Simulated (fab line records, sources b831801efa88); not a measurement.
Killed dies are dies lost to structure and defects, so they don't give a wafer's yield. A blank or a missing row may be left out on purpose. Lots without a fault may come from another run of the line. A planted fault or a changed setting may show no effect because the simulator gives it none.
Chamber matching | flow sky130 | SKY_METAL3_ETCH_17 on rie_diel-02: 4 sister chambers
The step etches SiO2 in C4F8/O2/Ar, stops on TiN, time 3.9 s, target depth 15 nm. 8 wafers are shown with their chamber, then 7 later ones without.

WAFERS WITH THEIR CHAMBER
wafer  | chamber | oes_product_au (a.u.)
L076.6 | 2       | 0.765
L078.3 | 3       | 0.763
L078.4 | 2       | 0.767
L078.6 | 3       | 0.762
L080.1 | 0       | 0.753
L080.6 | 1       | 0.766
L082.1 | 1       | 0.753
L082.2 | 0       | 0.758

WAFERS WITHOUT THEIR CHAMBER
wafer  | oes_product_au (a.u.)
L082.3 | 0.752
L082.4 | 0.755
L082.5 | 0.761
L082.6 | 0.760
L088.1 | 0.753
L088.4 | 0.757
L088.6 | 0.749

WHICH CHAMBER EACH WENT THROUGH
wafer  | from the rows above               | in truth
L082.3 | can't be placed: 0 or 1 or 3      | 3
L082.4 | can't be placed: 0 or 1 or 3      | 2
L082.5 | can't be placed: 1 or 3 or 2 or 0 | 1
L082.6 | can't be placed: 1 or 3 or 0 or 2 | 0
L088.1 | can't be placed: 0 or 1 or 3      | 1
L088.4 | can't be placed: 0 or 1 or 3 or 2 | 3
L088.6 | can't be placed: 0 or 1 or 3      | 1
Placed correctly: 0 of 7. Can't be placed from these rows: 7 (the true chamber is among the candidates in 6). Placed wrongly: 0.
How it was worked out, from the rows above alone: a wafer's distance from a chamber is the root of the sum, over the readings, of the square of ((its reading less the chamber's mean) divided by the reading's scatter). The wafer belongs to the nearest chamber; if the next one is less than 2 further off, it can't be placed. A chamber's mean is the mean of its shown wafers. The scatter: the root of (the sum of the squares of (reading less its chamber's mean) over the shown wafers, divided by (wafers less chambers)).
